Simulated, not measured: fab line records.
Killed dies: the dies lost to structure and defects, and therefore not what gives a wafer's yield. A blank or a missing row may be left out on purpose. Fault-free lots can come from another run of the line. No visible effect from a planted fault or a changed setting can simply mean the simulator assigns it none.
Split-lot study -- flow sfqLine -- 5 lots, 23 wafers read, on a route of 325 steps

## ABOUT THE SPLIT
At SFQ_TRILAYER_M7_LITHO_COAT_177 (resist thk 600 nm), the setting spinRpm was moved away from the recipe's 3000 rpm on 7 of the 23 wafers read, by -2.8% to +5.1%. This setting was run at the recipe's value on the other wafers.

The reading is taken at the split's own step.

## THE READING
KrF_of_TRILAYER_M7_LITHO_COAT_177.thkNm (the simulator's own value, which no gauge read), in nm, at SFQ_TRILAYER_M7_LITHO_COAT_177 (resist thk 600 nm). The file does not state a usual value for it. The 16 wafers here that ran the recipe average 600.1 nm, standard deviation 1.7 nm.

wafer,"tool, chamber at the split","spinRpm as run, rpm",against the recipe,"KrF_of_TRILAYER_M7_LITHO_COAT_177.thkNm, nm",against lot-mates on the recipe
L076.1,"lithoTrack-01, 0",3000,recipe,599.1,-
L076.2,"lithoTrack-01, 0",3000,recipe,599.3,-
L076.3,"lithoTrack-01, 0",3000,recipe,599.4,-
L076.4,"lithoTrack-01, 0",3000,recipe,599.9,-
L076.5,"lithoTrack-01, 0",3000,recipe,597.2,-
L077.1,"lithoTrack-01, 0",3000,recipe,599,-
L077.2,"lithoTrack-01, 0",3000,recipe,597.1,-
L077.3,"lithoTrack-01, 0",3153,+5.1%,583.4,-14.9
L077.4,"lithoTrack-01, 0",3153,+5.1%,582.6,-15.7
L077.6,"lithoTrack-01, 0",3000,recipe,598.7,-
L080.1,"lithoTrack-01, 0",3000,recipe,601.4,-
L080.3,"lithoTrack-01, 0",3000,recipe,603,-
L080.6,"lithoTrack-01, 0",3000,recipe,600.1,-
L083.1,"lithoTrack-01, 0",3000,recipe,601,-
L083.3,"lithoTrack-01, 0",3000,recipe,600.5,-
L083.4,"lithoTrack-01, 0",3091,+3.0%,592.2,-8.5
L083.5,"lithoTrack-01, 0",3091,+3.0%,591.3,-9.4
L083.6,"lithoTrack-01, 0",3000,recipe,600.7,-
L084.1,"lithoTrack-01, 0",2917,-2.8%,610.1,+7.7
L084.2,"lithoTrack-01, 0",3000,recipe,601.9,-
L084.4,"lithoTrack-01, 0",3000,recipe,602.9,-
L084.5,"lithoTrack-01, 0",2917,-2.8%,608.4,+6.0
L084.6,"lithoTrack-01, 0",2917,-2.8%,608.6,+6.2

FIT RESULTS
A straight line over all 23 wafers: KrF_of_TRILAYER_M7_LITHO_COAT_177.thkNm changes by -3.21 nm for each +1% of spinRpm; r = -0.97; the points scatter about the line by 1.6 nm.
The same after taking each lot's own level away (the mean of its wafers on the recipe; 23 wafers): -2.82 nm for each +1%; r = -0.99; scatter 0.93 nm.
That fit puts the effect of the largest move of spinRpm on the reading at 14 nm.
The lots' own levels span 598.27 to 602.40 nm, that is 2.5 times the standard deviation above.
Hence the slope depends on the lot-to-lot level, as the two fits are not the same.
Check: -14.5 nm against its lot-mates is what the line predicts for one of the wafers moved furthest among these (+5.1%) when that wafer is left out of the fit. Against them it came out at -14.9 nm.

## THESE WAFERS: OTHER SPLITS
These wafers also went through other splits before the reading. Each is held against what the fit with the lots' levels taken away leaves over:
other split on the same wafers,wafers away from the commonest value,r with KrF_of_TRILAYER_M7_LITHO_COAT_177.thkNm (lot level and that fit taken away)
SFQ_TRILAYER_I4_VIA_BARC_OPEN_VIA_ETCH_146 timeS,8,+0.23
SFQ_TRILAYER_JJ_CE_LITHO_COAT_114 resistThkNm,9,-0.04
SFQ_TRILAYER_M5_ETCH_METAL_ETCH_126 icpW,4,-0.42
SFQ_TRILAYER_R5_LITHO_COAT_136 spinRpm,11,+0.01
SFQ_TRILAYER_R5_LITHO_PEB_139 pebTempC,6,+0.03
SFQ_TRILAYER_C5_LITHO_COAT_156 resistThkNm,7,+0.06
SFQ_TRILAYER_C5_BARC_OPEN_VIA_ETCH_210 biasW,8,+0.05
SFQ_TRILAYER_M6_LITHO_COAT_164 spinRpm,7,+0.16
SFQ_TRILAYER_M6_LITHO_PEB_162 pebTempC,7,-0.21
SFQ_TRILAYER_I6_VIA_LITHO_COAT_174 resistThkNm,10,+0.06
SFQ_TRILAYER_I6_VIA_LITHO_PEB_172 pebTempC,9,+0.06

## THE FILE'S OWN FIT
KrF_of_TRILAYER_M7_LITHO_COAT_177.thkNm changes by -2.87 nm for each +1% of spinRpm, r = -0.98.
